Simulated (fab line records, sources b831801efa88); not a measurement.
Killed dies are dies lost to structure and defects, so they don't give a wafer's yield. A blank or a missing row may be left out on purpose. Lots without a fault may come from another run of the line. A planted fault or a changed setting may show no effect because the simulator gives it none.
Which tool did it? | flow gf180mcu | 11 lots, 33 wafers sampled, at 5 steps of a route of 602

WHAT THE GAUGES READ, wafer by wafer
GF_V2_THK_MEAS_01. Usual: V2_CVD_00_THK 602 nm, standard deviation 5.2.
lot  | measured     | on            | V2_CVD_00_THK (nm) | flag
L238 | day 19 04:28 | film_metro-03 | 600 596 596        |
L240 | day 20 03:52 | film_metro-04 | 607 611 608        |
L241 | day 20 12:56 | film_metro-04 | 597 601 598        |
L250 | day 23 22:14 | film_metro-04 | 606 606 602        |
L251 | day 24 04:07 | film_metro-01 | 601 608 607        |
L252 | day 24 11:34 | film_metro-03 | 593 589 599        |
L254 | day 25 08:21 | film_metro-03 | 606 600 607        |
L257 | day 26 11:26 | film_metro-03 | 604 603 603        |
L258 | day 26 12:16 | film_metro-03 | 595 597 600        |
L259 | day 26 21:17 | film_metro-01 | 603 601 600        |
L261 | day 27 12:58 | film_metro-03 | 603 594 603        |

GF_V2_RS_MEAS_24: measures by four-point-probe. Usual: V2_W_RS 0.327 ohm/sq, standard deviation 0.0044.
lot  | measured     | on            | V2_W_RS (ohm/sq)  | flag
L238 | day 20 06:19 | film_metro-03 | 0.326 0.321 0.323 |
L240 | day 21 06:01 | film_metro-04 | 0.454 0.324 0.323 | OFF
L241 | day 21 14:31 | film_metro-03 | 0.440 0.321 0.445 | OFF
L250 | day 24 22:08 | film_metro-01 | 0.326 0.322 0.326 |
L251 | day 25 04:45 | film_metro-04 | 0.323 0.325 0.321 |
L252 | day 25 10:53 | film_metro-04 | 0.324 0.323 0.326 |
L254 | day 26 07:19 | film_metro-03 | 0.328 0.331 0.326 |
L257 | day 27 10:05 | film_metro-04 | 0.325 0.327 0.331 |
L258 | day 27 10:46 | film_metro-03 | 0.326 0.327 0.325 |
L259 | day 27 19:44 | film_metro-03 | 0.324 0.325 0.327 |
L261 | day 28 10:23 | film_metro-03 | 0.324 0.325 0.322 |

GF_V2_THK_MEAS_25: measures by xrf. Usual: V2_W_THK 347 nm, standard deviation 5.8.
lot  | measured     | on            | V2_W_THK (nm) | flag
L238 | day 20 06:25 | film_metro-03 | 348 351 351   |
L240 | day 21 06:08 | film_metro-04 | 250 344 349   | OFF
L241 | day 21 14:38 | film_metro-03 | 259 355 256   | OFF
L250 | day 24 22:16 | film_metro-01 | 353 357 353   |
L251 | day 25 04:52 | film_metro-04 | 354 351 356   |
L252 | day 25 10:59 | film_metro-04 | 352 353 350   |
L254 | day 26 07:26 | film_metro-03 | 348 346 351   |
L257 | day 27 10:11 | film_metro-04 | 349 344 339   |
L258 | day 27 10:52 | film_metro-03 | 346 342 345   |
L259 | day 27 19:50 | film_metro-03 | 349 345 341   |
L261 | day 28 10:30 | film_metro-03 | 349 352 351   |

WHICH TOOL RAN EACH LOT (tool, then ch and the chambers of the sampled wafers, then the start)
lot  | GF_V1_SPUTTER_21             | GF_V2_CVD_23
L238 | pvd_sputter-03, day 18 02:25 | cvd_w-02 ch 0,1, day 20 06:11
L240 | pvd_sputter-03, day 19 01:11 | cvd_w-02 ch 0,1, day 21 05:54
L241 | pvd_sputter-03, day 19 11:12 | cvd_w-02 ch 0,1, day 21 14:25
L250 | pvd_sputter-03, day 22 22:10 | cvd_w-02 ch 0,1, day 24 22:02
L251 | pvd_sputter-02, day 23 04:00 | cvd_w-01 ch 0,1, day 25 04:38
L252 | pvd_sputter-03, day 23 11:05 | cvd_w-02 ch 0,1, day 25 10:44
L254 | pvd_sputter-02, day 24 08:32 | cvd_w-01 ch 0,1, day 26 07:11
L257 | pvd_sputter-03, day 25 11:44 | cvd_w-01 ch 0,1, day 27 09:58
L258 | pvd_sputter-04, day 25 12:26 | cvd_w-02 ch 0,1, day 27 10:39
L259 | pvd_sputter-02, day 25 21:59 | cvd_w-02 ch 0,1, day 27 19:37
L261 | pvd_sputter-04, day 26 14:02 | cvd_w-02 ch 0,1, day 28 10:16
- GF_V1_SPUTTER_21: material Ti, target thk 15 nm, time 80.02 s.
- GF_V2_CVD_23: deposits W, target thk 350 nm, time 104.94 s.

WHAT THE TOOLS THEMSELVES READ (means of the sampled wafers that have a number; where no wafer has one, the mark that the record gives instead)
GF_V1_SPUTTER_21. Usual: throttle_valve_pct 30.1 %, standard deviation 0.69.
lot  | tool           | throttle_valve_pct (%) | flag
L238 | pvd_sputter-03 | 30.4                   |
L240 | pvd_sputter-03 | 30.1                   |
L241 | pvd_sputter-03 | 30.2                   |
L250 | pvd_sputter-03 | 30.2                   |
L251 | pvd_sputter-02 | 30.4                   |
L252 | pvd_sputter-03 | 30.6                   |
L254 | pvd_sputter-02 | 30.6                   |
L257 | pvd_sputter-03 | 29.6                   |
L258 | pvd_sputter-04 | 30.0                   |
L259 | pvd_sputter-02 | 30.5                   |
L261 | pvd_sputter-04 | 30.7                   |

GF_V2_CVD_23. Usual: heater_power_outer_w 497 W, standard deviation 65; heater_power_w 805 W, standard deviation 82.
lot  | tool     | heater_power_outer_w (W) | heater_power_w (W) | flag
L238 | cvd_w-02 | 480                      | 771                |
L240 | cvd_w-02 | 477                      | 757                |
L241 | cvd_w-02 | 470                      | 765                |
L250 | cvd_w-02 | 468                      | 762                |
L251 | cvd_w-01 | 501                      | 834                |
L252 | cvd_w-02 | 471                      | 760                |
L254 | cvd_w-01 | 558                      | 908                |
L257 | cvd_w-01 | 562                      | 895                |
L258 | cvd_w-02 | 483                      | 767                |
L259 | cvd_w-02 | 472                      | 767                |
L261 | cvd_w-02 | 484                      | 777                |

THE ANSWER, worked out from the rows above alone
Rule: a lot is off if the mean of its wafers that have a number lies more than 3 standard deviations from the usual mean. A lot without any number at a reading at which 4 lots or more have one is off too. The other lots that the step has rows for count as sound. The gauges are gone through in route order, then the tools' own readings, and for those a lot's mean is taken as printed above. The first step at which some lot is off is used, and at that step the reading that is off furthest; a lot without a number counts as furthest.
Off: L240, L241, at GF_V2_RS_MEAS_24 (V2_W_RS).
A tool fits if, at a process step before that reading, it ran every lot that is off, and no sound lot after the first of them. The gauges at GF_V2_RS_MEAS_24 are tried like those tools. None of those tried fits.

WHAT THE SIMULATOR HAD PUT IN
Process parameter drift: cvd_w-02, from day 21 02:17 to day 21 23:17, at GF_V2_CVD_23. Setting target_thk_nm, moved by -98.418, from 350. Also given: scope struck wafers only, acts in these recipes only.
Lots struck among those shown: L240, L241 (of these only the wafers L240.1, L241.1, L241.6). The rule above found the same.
